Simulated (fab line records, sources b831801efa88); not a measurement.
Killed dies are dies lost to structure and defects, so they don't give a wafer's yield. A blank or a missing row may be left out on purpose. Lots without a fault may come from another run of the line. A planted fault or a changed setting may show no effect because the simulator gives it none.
fab line records | flow sky130
record lots=6 wafers=18 last_day=50
route steps=708 shown FIELD_ISO@3 NWELL@32 DNWELL@35 PWDE@52
lots that met no fault: from a run of the same line without faults
start_h: hours from the record's first day to the start of the lot's first wafer shown | wait_h: hours since the lot's step before | " the same as in the row above | L1.1+2: a row that stands for several wafers | - no value, or no start given | * or withheld: withheld | < > ~ a bound
route shown NAME@n: a module of which the file shows steps, and the number in the route of the first | usual: mean/standard deviation of fault-free wafers | same: alike in all rows | chamber/n: place in a boat | sites: the reading at each site | _std_site: their standard deviation | _edge_site: outer sites' mean less inner sites' | radius_mm: how far each site lies from the wafer's centre | mask NAME#n: copy n | behind: the tool/chamber that last shaped the wafer | hold: why the lot was held/for how many hours/how that ended | device: the transistor (n, p or np) that didn't switch | end of line: the same wafers' tests at the end of the route | a step without rows: its recipe alone | killed: dies lost to structure and defects at the first sort, not the wafer's yield | map: a wafer's dies, x killed, . not, _ none there
set.NAME: the setting as run; set.NAME@STEP: as run at that earlier step | model.NAME: the simulator's own value behind a step, which no gauge read
lots at some steps of the route; a table a step, a row a wafer
services: from which hour (start_h, from the record's first day; less than 0 if before it) a tool's chamber was out of use, for how many hours, and why
## steps
# step SKY_FIELD_ISO_THK_MEAS_02
# recipe reads=SiO2_of_FIELD_ISO_OXIDATION_01
# usual FIELD_ISO_OXIDATION_00_THK=11.93/0.19
# columns lot.wafer tool chamber start_h wait_h FIELD_ISO_OXIDATION_00_THK[nm]
L846.1 film_metro-01 - 54.23 0.0 11.88
L846.3 " - " " 11.86
L846.5 " - " " 11.79
L847.1 film_metro-02 - 54.23 0.0 11.91
L847.2 " - " " 11.99
L847.6 " - " " 11.98
L857.3 film_metro-02 - 101.65 0.0 11.91
L857.4 " - " " 12.04
L857.6 " - " " 12.01
L858.1 film_metro-01 - 106.63 0.0 11.64
L858.5 " - " " 11.74
L858.6 " - " " 11.72
L860.2 film_metro-02 - 117.20 0.0 11.74
L860.4 " - " " 11.56
L860.6 " - " " 11.99
L861.1 film_metro-01 - 122.51 0.0 11.78
L861.2 " - " " 12.01
L861.3 " - " " 11.84
# step SKY_FIELD_ISO_CVD_03
# recipe material=Si3N4 precursor=DCS/NH3 target_thk_nm=165 temp_c=770 time_s=2830 pressure_mtorr=250
# step SKY_FIELD_ISO_THK_MEAS_04
# recipe reads=Si3N4_of_FIELD_ISO_CVD_03
# usual FIELD_ISO_CVD_03_THK=164.6/1.5
# columns lot.wafer tool chamber start_h wait_h FIELD_ISO_CVD_03_THK[nm]
L846.1 film_metro-02 - 58.63 0.0 166.5
L846.3 " - " " 165.4
L846.5 " - " " 166.2
L847.1 film_metro-03 - 58.63 0.0 165.5
L847.2 " - " " 165.5
L847.6 " - " " 165.3
L857.3 film_metro-01 - 103.50 0.0 164.7
L857.4 " - " " 165.8
L857.6 " - " " 164.5
L858.1 film_metro-02 - 109.41 0.0 162.6
L858.5 " - " " 163.2
L858.6 " - " " 163.1
L860.2 film_metro-02 - 119.38 0.0 164.2
L860.4 " - " " 166.1
L860.6 " - " " 164.7
L861.1 film_metro-03 - 124.71 0.0 163.4
L861.2 " - " " 162.0
L861.3 " - " " 163.1
# step SKY_FIELD_ISO_DEHYDRATE_05
# recipe temp_c=200 time_s=60
# step SKY_FIELD_ISO_HMDS_06
# recipe prime_time_s=60 prime_temp_c=120
# step SKY_FIELD_ISO_COAT_07
# recipe resist=BARC temp_c=withheld time_s=withheld spin_rpm=3000 resist_thk_nm=60
# step SKY_FIELD_ISO_COAT_08
# recipe resist=KrF-thick spin_rpm=3000 resist_thk_nm=450
# step SKY_FIELD_ISO_SOFTBAKE_09
# recipe temp_c=100 time_s=90 resist=KrF-thick
# step SKY_FIELD_ISO_EXPOSE_10
# recipe mask_id=FOM na=0.68 source_shape=annular sigma_inner=0.4 sigma_outer=0.8 target_cd_nm=150 dose_mj=28
# step SKY_FIELD_ISO_PEB_11
# recipe peb_temp_c=withheld peb_time_s=withheld resist=KrF-thick
# step SKY_FIELD_ISO_DEVELOP_12
# recipe develop_time_s=60 resist=KrF-thick dev_temp_c=21
# step SKY_FIELD_ISO_CD_MEAS_13
# recipe target_cd_nm=150
# usual cd_nm=150.0/1.5
# columns lot.wafer tool chamber start_h wait_h cd_nm
L846.1 cd_sem-02 - 73.87 - 148.4
L846.3 " - " " 147.5
L846.5 " - " " 149.4
L847.1 cd_sem-02 - 74.17 - 150.5
L847.2 " - " " 150.7
L847.6 " - " " 151.7
L857.3 cd_sem-02 - 121.19 - 149.2
L857.4 " - " " 149.5
L857.6 " - " " 148.6
L858.1 cd_sem-01 - 128.00 - 149.4
L858.5 " - " " 150.0
L858.6 " - " " 150.3
L860.2 cd_sem-01 - 137.87 - 149.0
L860.4 " - " " 148.5
L860.6 " - " " 149.7
L861.1 cd_sem-02 - 143.47 - 150.4
L861.2 " - " " 151.9
L861.3 " - " " 150.0
# step SKY_FIELD_ISO_ETCH_14
# recipe chemistry=N2/H2 target=BARC ion_energy_ev=200 source_w=500 bias_w=101.9 pressure_mtorr=30 n2_flow_sccm=100 h2_flow_sccm=200 stop_on=SiO2 time_s=45.9 target_depth_a=600
# usual drypump_motor_current_A=5.8/0.5 oes_product_au=0.855/0.0055 run_length_s=74.2/0.43 throttle_valve_pct=13.226/0.0086
# columns lot.wafer tool chamber start_h wait_h drypump_motor_current_A oes_product_au rf_hours_counter_h run_length_s throttle_valve_pct model.etch.depth_nm model.KrF-thick_of_FIELD_ISO_COAT_08.thk_nm model.FIELD_ISO.cd_nm
L846.1 rie_diel-04 2 73.99 0.1 5.5 0.853 3 73.7 13.231 59.89 392.5 147.3
L846.3 " 3 " " 6.2 0.857 128 74.3 13.237 59.98 393.2 147.7
L846.5 " 2 " " 5.5 0.850 - 74.1 13.221 59.95 392.8 147.9
L847.1 rie_diel-03 0 74.29 0.1 6.2 0.856 1 74.4 13.218 60.31 394.1 150.2
L847.2 " 1 " " 5.1 0.853 69 73.8 13.242 60.14 393.2 150.5
L847.6 " 1 " " 5.1 0.857 - 73.5 13.229 60.22 393.5 150.6
L857.3 rie_diel-04 1 121.27 0.1 6.5 0.845 108 73.8 13.227 59.79 389.9 149.3
L857.4 " 2 " " 5.5 1.007 4 45.5 13.244 30.37 418.3 152.7
L857.6 " 2 " " 5.6 1.017 - 45.2 13.232 30.26 418.3 152.6
L858.1 rie_diel-04 2 128.12 0.1 5.5 0.855 4 73.8 13.234 60.26 392.6 148.1
L858.5 " 3 " " 6.2 0.857 - 74.2 13.227 60.08 393.9 150.7
L858.6 " 0 " " 4.7 1.007 - 45.8 13.250 30.14 418.8 155
L860.2 rie_diel-03 1 137.97 0.1 5.1 0.872 70 73.7 13.222 60.31 393.8 149
L860.4 " 3 " " 6.0 0.860 6 73.6 13.230 60.29 394.3 150.2
L860.6 " 0 " " 6.2 0.865 - 74.3 13.221 60.32 394.4 150.4
L861.1 rie_diel-03 0 143.59 0.1 6.3 0.848 2 74.4 13.235 59.97 394.1 151.4
L861.2 " 1 " " 5.1 0.851 70 74.1 13.227 59.88 392.7 151.3
L861.3 " 2 " " 6.1 0.854 4 74.0 13.222 60.08 394 149.7
# step SKY_FIELD_ISO_ETCH_15
# recipe chemistry=CHF3/O2 target_depth_nm=180 stop_on=Si source_w=600 bias_w=200 pressure_mtorr=40 chf3_flow_sccm=50 O2_flow_sccm=5 time_s=72
# usual drypump_motor_current_A=5.8/0.49 oes_product_au=0.945/0.0065 run_length_s=100.3/0.42 throttle_valve_pct=8.844/0.0092
# columns lot.wafer tool chamber start_h wait_h drypump_motor_current_A oes_product_au rf_hours_counter_h run_length_s throttle_valve_pct model.KrF-thick_of_FIELD_ISO_COAT_08.thk_nm
L846.1 rie_diel-04 2 74.04 0.0 5.5 0.953 3 100.7 8.863 236.2
L846.3 " 3 " " 6.2 0.944 128 100.4 8.845 235.6
L846.5 " 2 " " 5.5 0.949 - 99.8 8.832 236.8
L847.1 rie_diel-03 0 74.33 0.0 6.2 0.949 1 100.5 8.834 241
L847.2 " 1 " " 5.1 0.942 69 99.8 8.851 237.2
L847.6 " 1 " " 5.1 0.949 - 99.6 8.822 238.9
L857.3 rie_diel-04 1 121.31 0.0 6.5 0.949 108 100.0 8.849 233.5
L857.4 " 2 " " 5.5 0.382 4 100.0 8.665 260.1
L857.6 " 2 " " 5.5 0.373 - 100.1 8.669 261.2
L858.1 rie_diel-04 2 128.16 0.0 5.5 0.938 4 100.2 8.850 233.7
L858.5 " 3 " " 6.2 0.940 - 100.7 8.829 237.8
L858.6 " 0 " " 4.7 0.380 - 100.7 8.660 262
L860.2 rie_diel-03 1 138.01 0.0 5.1 0.949 70 99.9 8.837 236.1
L860.4 " 3 " " 6.0 0.947 6 99.9 8.851 238.4
L860.6 " 0 " " 6.2 0.941 - 100.8 8.828 240.8
L861.1 rie_diel-03 0 143.63 0.0 6.3 0.939 2 100.6 8.856 239.7
L861.2 " 1 " " 5.1 0.938 70 100.3 8.856 234.3
L861.3 " 2 " " 6.1 0.939 4 100.3 8.842 235.5
# step SKY_FIELD_ISO_STRIP_16
# recipe chemistry=O2/N2 power_w=1400 pressure_mtorr=1500 platen_temp_c=withheld o2_flow_sccm=3000 n2_flow_sccm=300 overash_fraction=0.5
# usual drypump_motor_current_A=5.4/0.49 o2_flow_sccm=3001/8.5 oes_product_au=0.378/0.0047 strip_time_to_endpoint_s=3.55/0.046
# same overash_fraction=0.5
# columns lot.wafer tool chamber start_h wait_h drypump_motor_current_A o2_flow_sccm oes_product_au rf_hours_counter_h strip_time_to_endpoint_s
L846.1 plasma_asher-02 0 74.09 0.0 5.3 3002 0.381 40 3.52
L846.3 " 1 " " 4.7 3003 0.376 - 3.55
L846.5 " 0 " " 5.2 2998 0.381 - 3.56
L847.1 plasma_asher-02 1 74.39 0.0 4.7 2986 0.382 40 3.60
L847.2 " 0 " " 5.2 3005 0.379 40 3.56
L847.6 " 0 " " 5.2 3008 0.379 - 3.57
L857.3 plasma_asher-03 1 121.40 0.1 5.7 3000 0.376 - 3.51
L857.4 " 0 " " 6.1 3004 0.394 - 3.80
L857.6 " 0 " " 6.1 3008 0.386 - 3.82
L858.1 plasma_asher-03 1 128.21 0.0 5.7 3017 0.378 1 3.50
L858.5 " 1 " " 5.7 2997 0.379 - 3.56
L858.6 " 0 " " 6.1 3011 0.387 - 3.82
L860.2 plasma_asher-01 1 138.06 0.0 6.1 3008 0.379 45 3.58
L860.4 " 0 " " 5.6 3000 0.386 - 3.57
L860.6 " 1 " " 6.0 2999 0.377 - 3.60
L861.1 plasma_asher-01 0 143.69 0.0 5.6 2981 0.390 46 3.58
L861.2 " 1 " " 6.0 2990 0.373 46 3.53
L861.3 " 1 " " 6.1 3001 0.379 - 3.54
# step SKY_FIELD_ISO_ETCH_17
# recipe target_depth_a=3420 mask_material=Si3N4 chemistry=HBr/Cl2/O2 target=Si taper_deg=5 icp_w=600 bias_w=150 pressure_mtorr=15 HBr_flow_sccm=150 Cl2_flow_sccm=40 O2_flow_sccm=6 time_s=97.7
# usual drypump_motor_current_A=5.4/0.38 oes_product_au=0.991/0.0099 run_length_s=126.1/0.38 throttle_valve_pct=25.663/0.011
# columns lot.wafer tool chamber start_h wait_h drypump_motor_current_A oes_product_au rf_hours_counter_h run_length_s throttle_valve_pct model.FIELD_ISO.cd_nm
L846.1 rie_si-01 2 74.19 0.1 4.9 1.000 98 126.1 25.635 146.1
L846.3 " 3 " " 5.8 1.012 48 126.3 25.652 147.5
L846.5 " 1 " " 5.9 1.009 - 126.0 25.652 147
L847.1 rie_si-02 2 74.49 0.1 5.4 1.005 97 125.8 25.650 151.6
L847.2 " 3 " " 5.3 0.994 114 126.0 25.666 154.2
L847.6 " 0 " " 5.7 0.987 - 126.4 25.653 153.6
L857.3 rie_si-01 1 121.46 0.0 5.9 1.002 75 126.4 25.661 149.2
L857.4 " 2 " " 4.9 0.967 98 126.5 25.682 152.6
L857.6 " 2 " " 4.9 0.988 - 125.7 25.648 152.3
L858.1 rie_si-02 0 128.31 0.1 5.6 0.987 124 126.2 25.672 149
L858.5 " 0 " " 5.7 0.987 - 126.5 25.679 152.1
L858.6 " 1 " " 5.7 0.999 - 126.3 25.649 157.9
L860.2 rie_si-01 3 138.16 0.1 5.8 0.999 49 126.4 25.660 151
L860.4 " 1 " " 5.9 1.002 - 126.3 25.652 150.7
L860.6 " 0 " " 4.8 0.990 - 125.8 25.652 153.3
L861.1 rie_si-01 0 143.79 0.1 4.8 0.980 0 125.9 25.655 154
L861.2 " 3 " " 5.8 0.990 49 126.9 25.653 153.2
L861.3 " 1 " " 5.9 1.000 75 126.5 25.656 149.8
# step SKY_FIELD_ISO_WET_ETCH_18
# recipe chemistry=H3PO4 target_depth_nm=25 temp_c=160 target=Si3N4 time_s=286
# step SKY_FIELD_ISO_CLEAN_19
# recipe chemistry=SC1/SC2 mix=1:4:20 temp_c=70 time_s=150
# step SKY_FIELD_ISO_CLEAN_20
# recipe chemistry=dHF time_s=20 dilution=100:1
# step SKY_FIELD_ISO_WET_ETCH_21
# recipe chemistry=dHF dilution=100:1 target_depth_nm=20 dry=ipa_marangoni target=SiO2 temp_c=25 time_s=400
# step SKY_FIELD_ISO_OXIDATION_22
# recipe temp_c=950 ambient=O2 stabilise_s=600 purge_s=300 target_thk_a=100 ox_time_s=623
# step SKY_FIELD_ISO_THK_MEAS_23
# recipe reads=SiO2_of_FIELD_ISO_OXIDATION_22
# usual FIELD_ISO_OXIDATION_01_THK=9.93/0.18
# columns lot.wafer tool chamber start_h wait_h FIELD_ISO_OXIDATION_01_THK[nm]
L846.1 film_metro-03 - 76.98 0.0 10.01
L846.3 " - " " 9.88
L846.5 " - " " 9.94
L847.1 film_metro-02 - 76.98 0.0 10.33
L847.2 " - " " 10.08
L847.6 " - " " 10.32
L857.3 film_metro-03 - 125.20 0.0 9.93
L857.4 " - " " 9.96
L857.6 " - " " 9.88
L858.1 film_metro-01 - 130.61 0.0 10.16
L858.5 " - " " 9.98
L858.6 " - " " 10.13
L860.2 film_metro-02 - 140.62 0.0 10.07
L860.4 " - " " 9.96
L860.6 " - " " 9.79
L861.1 film_metro-03 - 145.31 0.0 9.79
L861.2 " - " " 9.57
L861.3 " - " " 9.72
# step SKY_FIELD_ISO_CVD_24
# recipe material=SiO2 target_thk_nm=595 temp_c=650 sigma_open_frac=0.3 time_s=99.2 sih4_flow_sccm=60 pressure_mtorr=6
# step SKY_FIELD_ISO_THK_MEAS_25
# recipe reads=SiO2_of_FIELD_ISO_CVD_24
# usual FIELD_ISO_CVD_24_THK=595/7.4
# columns lot.wafer tool chamber start_h wait_h FIELD_ISO_CVD_24_THK[nm]
L846.1 film_metro-03 - 77.15 0.0 594
L846.3 " - " " 595
L846.5 " - " " 591
L847.1 film_metro-03 - 77.22 0.0 595
L847.2 " - " " 590
L847.6 " - " " 600
L857.3 film_metro-02 - 125.33 0.1 589
L857.4 " - " " 588
L857.6 " - " " 589
L858.1 film_metro-02 - 130.74 0.0 586
L858.5 " - " " 592
L858.6 " - " " 596
L860.2 film_metro-01 - 140.75 0.0 591
L860.4 " - " " 588
L860.6 " - " " 592
L861.1 film_metro-02 - 145.44 0.0 580
L861.2 " - " " 585
L861.3 " - " " 591
# step SKY_FIELD_ISO_ANNEAL_26
# recipe temp_c=1000 time_s=1800 ambient=N2
# step SKY_FIELD_ISO_CMP_27
# recipe stop_on=Si3N4 t_overpolish_s=16 down_force_psi=4 platen_rpm=60 target_thk_nm=457.8 pad_velocity_m_s=0.94248
# usual motor_current_A=11.6/1
# columns lot.wafer tool chamber start_h wait_h motor_current_A
L846.3 cmp-02 1 81.19 0.0 12.3
L846.1 " 2 " " 12.1
L846.5 " 2 " " 12.4
L847.2 cmp-01 0 81.24 0.1 11.8
L847.1 " 1 " " 12.5
L847.6 " 0 " " 11.4
L857.3 cmp-01 3 128.03 0.0 11.1
L857.4 " 1 " " 12.1
L857.6 " 3 " " 11.1
L858.1 cmp-01 1 132.77 0.0 12.0
L858.6 " 1 " " 11.7
L858.5 " 2 " " 12.9
L860.2 cmp-01 2 143.52 0.0 12.3
L860.4 " 3 " " 11.2
L860.6 " 3 " " 11.0
L861.2 cmp-02 0 147.32 0.0 10.6
L861.3 " 1 " " 13.2
L861.1 " 3 " " 9.2
# step SKY_FIELD_ISO_WET_ETCH_28
# recipe chemistry=dHF target_depth_nm=23.7 target=SiO2 dilution=10:1 temp_c=25 time_s=48.71
# step SKY_FIELD_ISO_WET_ETCH_29
# recipe chemistry=H3PO4 target_depth_nm=160 target=Si3N4 temp_c=160 time_s=1825
# step SKY_FIELD_ISO_WET_ETCH_30
# recipe chemistry=dHF target_depth_nm=25 target=SiO2 dilution=10:1 temp_c=25 time_s=50
# step SKY_NWELL_CLEAN_00
# recipe chemistry=SC1/SC2 mix=1:4:20 temp_c=70 time_s=150 dry=n2_spin
# step SKY_NWELL_OXIDATION_01
# recipe temp_c=900 ambient=O2 stabilise_s=600 purge_s=300 target_thk_a=100 ox_time_s=1418
# step SKY_NWELL_THK_MEAS_02
# recipe reads=SiO2_of_NWELL_OXIDATION_01
# usual NWELL_OXIDATION_THK=9.97/0.17
# columns lot.wafer tool chamber start_h wait_h NWELL_OXIDATION_THK[nm]
L846.1 film_metro-04 - 83.50 0.0 10.10
L846.3 " - " " 10.15
L846.5 " - " " 10.05
L847.1 film_metro-03 - 83.50 0.0 9.88
L847.2 " - " " 9.99
L847.6 " - " " 9.87
L857.3 film_metro-03 - 131.29 0.0 10.12
L857.4 " - " " 10.41
L857.6 " - " " 10.38
L858.1 film_metro-03 - 135.12 0.0 10.27
L858.5 " - " " 10.14
L858.6 " - " " 10.19
L860.2 film_metro-04 - 145.83 0.0 9.89
L860.4 " - " " 9.88
L860.6 " - " " 9.97
L861.1 film_metro-01 - 149.68 0.0 9.68
L861.2 " - " " 9.90
L861.3 " - " " 9.92
# step SKY_DNWELL_DEHYDRATE_00
# recipe temp_c=200 time_s=60
# step SKY_DNWELL_HMDS_01
# recipe prime_time_s=60 prime_temp_c=120
# step SKY_DNWELL_COAT_02
# recipe spin_rpm=2000 resist_thk_nm=3000
# step SKY_DNWELL_SOFTBAKE_03
# recipe temp_c=110 time_s=withheld
# step SKY_DNWELL_EXPOSE_04
# recipe mask_id=DNM na=0.57 target_cd_nm=3000 dose_mj=222
# step SKY_DNWELL_PEB_05
# recipe temp_c=115 time_s=withheld
# step SKY_DNWELL_DEVELOP_06
# recipe wall_angle_deg=90 developer=TMAH develop_time_s=60 dev_temp_c=23
# step SKY_DNWELL_IMPLANT_07
# recipe species=P energy_kev=withheld dose_cm2=withheld tilt_deg=withheld
# step SKY_DNWELL_STRIP_08
# recipe chemistry=O2/N2 power_w=1400 pressure_mtorr=1500 platen_temp_c=withheld o2_flow_sccm=3000 n2_flow_sccm=300 overash_fraction=0.5
# usual drypump_motor_current_A=5.4/0.52 o2_flow_sccm=3001/8.1 oes_product_au=0.723/0.0047 strip_time_to_endpoint_s=36.95/0.12
# same overash_fraction=0.5
# columns lot.wafer tool chamber start_h wait_h drypump_motor_current_A o2_flow_sccm oes_product_au rf_hours_counter_h strip_time_to_endpoint_s
L847.1 plasma_asher-02 0 100.30 0.1 5.2 3000 0.726 45 36.98
L847.2 " 1 " " 4.7 2986 0.716 45 37.16
L847.6 " 0 " " 5.2 3001 0.718 - 37.05
L846.1 plasma_asher-04 0 100.74 0.1 6.2 2984 0.726 32 36.84
L846.3 " 0 " " 6.2 3003 0.722 - 36.86
L846.5 " 1 " " 5.6 2994 0.715 - 36.93
L857.3 plasma_asher-02 0 151.02 0.1 5.2 2999 0.724 - 36.88
L857.4 " 1 " " 4.7 3010 0.724 - 36.86
L857.6 " 1 " " 4.7 3007 0.724 - 36.92
L858.1 plasma_asher-03 1 154.89 0.1 5.7 3001 0.722 4 37.07
L858.5 " 0 " " 6.1 2996 0.722 - 37.13
L858.6 " 1 " " 5.6 3011 0.726 - 37.15
L860.2 plasma_asher-03 1 166.70 0.1 5.7 3004 0.727 5 36.92
L860.4 " 1 " " 5.7 3003 0.717 - 36.83
L860.6 " 0 " " 6.1 3013 0.723 - 36.87
L861.1 plasma_asher-02 0 170.29 0.1 5.2 3010 0.729 53 36.81
L861.2 " 1 " " 4.7 3007 0.727 53 36.69
L861.3 " 1 " " 4.8 2995 0.722 - 36.72
# step SKY_DNWELL_TW_MEAS_09
# usual DNWELL_TW=1132/6.7
# columns lot.wafer tool chamber start_h wait_h DNWELL_TW
L847.1 film_metro-03 - 100.40 0.1 1131
L847.2 " - " " 1136
L847.6 " - " " 1128
L846.1 film_metro-04 - 100.84 0.1 1132
L846.3 " - " " 1124
L846.5 " - " " 1131
L857.3 film_metro-04 - 151.11 0.1 1131
L857.4 " - " " 1132
L857.6 " - " " 1134
L858.1 film_metro-04 - 154.99 0.1 1120
L858.5 " - " " 1128
L858.6 " - " " 1117
L860.2 film_metro-01 - 166.81 0.1 1137
L860.4 " - " " 1139
L860.6 " - " " 1133
L861.1 film_metro-01 - 170.39 0.1 1140
L861.2 " - " " 1146
L861.3 " - " " 1149
# step SKY_PWDE_OVL_MEAS_07
# usual PWDE_OVL=-0.8/1.4
# columns lot.wafer tool chamber start_h wait_h PWDE_OVL[nm]
L847.1 overlay-02 - 118.54 - 0.1
L847.2 " - " " -0.2
L847.6 " - " " 1.6
L846.1 overlay-02 - 118.89 - -1.4
L846.3 " - " " -1.4
L846.5 " - " " -2.5
L857.3 overlay-01 - 171.45 - -0.8
L857.4 " - " " -
L857.6 " - " " -
L858.1 overlay-02 - 175.45 - -2.3
L858.5 " - " " -3.2
L858.6 " - " " -
L860.2 overlay-02 - 187.86 - -1.3
L860.4 " - " " -1.0
L860.6 " - " " -1.4
L861.1 overlay-02 - 191.50 - -1.4
L861.2 " - " " -0.7
L861.3 " - " " -1.3
# step SKY_NWELL_OVL_MEAS_10
# usual NWELL_00_OVL=-1.4/1.2
# columns lot.wafer tool chamber start_h wait_h NWELL_00_OVL[nm]
L847.1 overlay-02 - 137.15 - -1.7
L847.2 " - " " -0.6
L847.6 " - " " -2.8
L846.1 overlay-02 - 137.50 - -0.5
L846.3 " - " " -1.3
L846.5 " - " " -2.2
L857.3 overlay-02 - 192.90 - 0.1
L857.4 " - " " -
L857.6 " - " " -
L858.1 overlay-01 - 196.29 - -1.5
L858.5 " - " " -1.8
L858.6 " - " " -
L860.2 overlay-01 - 209.70 - -2.7
L860.4 " - " " -1.5
L860.6 " - " " -1.9
L861.1 overlay-02 - 213.07 - 0.2
L861.2 " - " " 0.4
L861.3 " - " " -1.0
## services
# columns tool chamber start_h hours kind
rie_si-01 1 51.22 14.0 repair
rie_si-01 3 52.24 3.8 repair
cmp-02 - 62.39 2.1 repair
cmp-01 - 64.19 4.0 pm
rie_si-01 0 65.17 - clean
rie_diel-03 3 70.52 5.6 repair
plasma_asher-03 - 71.85 34.2 repair
plasma_asher-01 - 72.94 28.1 pm
cmp-02 - 77.28 0.9 repair
rie_si-01 3 86.06 4.2 repair
plasma_asher-03 - 108.75 9.0 pm
rie_si-02 0 111.97 8.5 repair
cmp-02 - 113.02 5.0 pm
cmp-01 - 118.05 2.3 repair
cmp-02 - 126.22 2.9 repair
rie_diel-04 2 130.97 13.3 repair
rie_si-01 2 132.64 11.4 repair
cmp-01 - 155.90 0.3 repair
cmp-02 - 160.48 1.3 repair
cmp-02 - 161.75 0.9 repair
plasma_asher-04 - 163.27 1.4 repair
rie_diel-04 0 164.48 8.6 repair
cmp-02 - 166.10 0.7 repair
rie_diel-04 - 166.96 0.7 repair
## key
first_sign step=SKY_FIELD_ISO_ETCH_14 reading=run_length_s direction=down sigmas=66 usual=* struck=*
effect step=SKY_FIELD_ISO_ETCH_14 reading=oes_product_au direction=up sigmas=28 usual=0.855 struck=1.010
effect step=SKY_FIELD_ISO_ETCH_15 reading=oes_product_au direction=down sigmas=87 usual=0.945 struck=0.378
effect step=SKY_FIELD_ISO_STRIP_16 reading=strip_time_to_endpoint_s direction=up sigmas=5.8 usual=* struck=*
effect step=SKY_PWDE_OVL_MEAS_07 reading=PWDE_OVL direction=missing
effect step=SKY_NWELL_OVL_MEAS_10 reading=NWELL_00_OVL direction=missing
model_effect step=SKY_FIELD_ISO_ETCH_14 value=etch.depth_nm without=60 struck=30.26
model_effect step=SKY_FIELD_ISO_ETCH_15 value=KrF-thick_of_FIELD_ISO_COAT_08.thk_nm without=233.8 struck=261.1
model_effect step=SKY_FIELD_ISO_ETCH_17 value=FIELD_ISO.cd_nm without=149 struck=154.3
met_at SKY_FIELD_ISO_ETCH_14
struck_wafers L857.4,L857.6,L858.6
sort_left_out L857.4,L857.6,L858.6
tester_left_out L857,L858
onset_between 73.99 121.27
fault kind=process_parameter_drift tool=rie_diel-04 chamber=- onset_h=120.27 steps=SKY_FIELD_ISO_ETCH_14 channel=time_s offset=* shape=step end_h=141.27 scope=struck_wafers_only acts_in=* stated=*
# tester_left_out: of these lots the tester's yield and bins aren't shown, on N5 and GAA mostly nor the transistor test; their killed dies are dies lost to structure and defects alone, not to doping, threshold or leakage, so they don't give the yield
# sort_left_out: the simulated sort isn't trusted on such a fault, so these wafers' sort isn't shown, and their yield isn't known
